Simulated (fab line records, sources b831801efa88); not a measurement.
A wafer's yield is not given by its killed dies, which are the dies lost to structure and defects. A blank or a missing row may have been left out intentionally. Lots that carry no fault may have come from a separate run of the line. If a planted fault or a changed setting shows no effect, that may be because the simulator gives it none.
Check of tool commonality	flow gf180mcu	42 wafers sampled across 14 lots

WHY THIS WAS OPENED
GF_VT_IMPLANT_TW_MEAS_43, reading VT_IMPLANT_4_TW: flagged on 2 of 14 lots. No-fault wafers: 685, standard deviation 3.9.
Rule: flag the lot when none of its wafers has a number, or when each of its wafers that has one lies beyond 4 standard deviations from that mean. The other lots count as sound.

lot	measured	on	VT_IMPLANT_4_TW, wafer by wafer	flag
L595	day 7 20:16	film metro-02	691 687 691	
L596	day 8 03:43	film metro-02	692 689 688	
L597	day 8 10:46	film metro-04	688 683 687	
L599	day 9 00:29	film metro-01	680 677 677	
L600	day 9 03:28	film metro-04	684 682 683	
L602	day 9 17:08	film metro-02	692 700 694	
L604	day 10 09:04	film metro-01	682 685 681	
L605	day 10 14:40	film metro-01	682 683 685	
L606	day 10 18:05	film metro-01	683 683 683	
L607	day 11 05:11	film metro-01	684 683 685	
L608	day 11 10:31	film metro-01	685 684 687	
L610	day 12 01:55	film metro-04	681 684 684	
L616	day 13 19:52	film metro-01	30 30 30	FLAGGED
L617	day 13 21:46	film metro-02	30 30 30	FLAGGED
The numbers of the flagged lots are 30 on average: -655 against the usual, or -99 or more standard deviations.

LOT BY LOT: THE TOOL USED
The record keeps 1 process step preceding the reading, out of 602 steps on the route. In each cell: the tool, then ch and the chambers that the sampled wafers went through, then the start.
lot	flag	GF_VT_IMPLANT_IMPLANT_41
L595		implanter-04 ch 0, day 7 20:01
L596		implanter-01 ch 0, day 8 03:28
L597		implanter-02 ch 0, day 8 10:32
L599		implanter-01 ch 0, day 9 00:16
L600		implanter-01 ch 0, day 9 03:13
L602		implanter-02 ch 0, day 9 16:53
L604		implanter-01 ch 0, day 10 08:50
L605		implanter-02 ch 0, day 10 14:26
L606		implanter-04 ch 0, day 10 17:50
L607		implanter-02 ch 0, day 11 04:58
L608		implanter-01 ch 0, day 11 10:16
L610		implanter-04 ch 0, day 12 01:41
L616	FLAGGED	implanter-04, day 13 19:37
L617	FLAGGED	implanter-01, day 13 21:31
What is done by these steps:
- GF_VT_IMPLANT_IMPLANT_41
- GF_VT_IMPLANT_TW_MEAS_43

FLAGGED OVER TOTAL, TOOL BY TOOL (the gauges that took the reading come last)
step	tool	lots run	flagged	share of the flagged lots	sound lots run after its first flagged lot
GF_VT_IMPLANT_IMPLANT_41	implanter-01	6	1	some	0
GF_VT_IMPLANT_IMPLANT_41	implanter-02	4	0	none	-
GF_VT_IMPLANT_IMPLANT_41	implanter-04	4	1	some	0
GF_VT_IMPLANT_TW_MEAS_43	film metro-01	7	1	some	0
GF_VT_IMPLANT_TW_MEAS_43	film metro-02	4	1	some	0
GF_VT_IMPLANT_TW_MEAS_43	film metro-04	3	0	none	-

THE TABLE: WHAT IT ALLOWS
No row of the table ran every flagged lot.

WHAT THE SIMULATOR HAD PUT IN
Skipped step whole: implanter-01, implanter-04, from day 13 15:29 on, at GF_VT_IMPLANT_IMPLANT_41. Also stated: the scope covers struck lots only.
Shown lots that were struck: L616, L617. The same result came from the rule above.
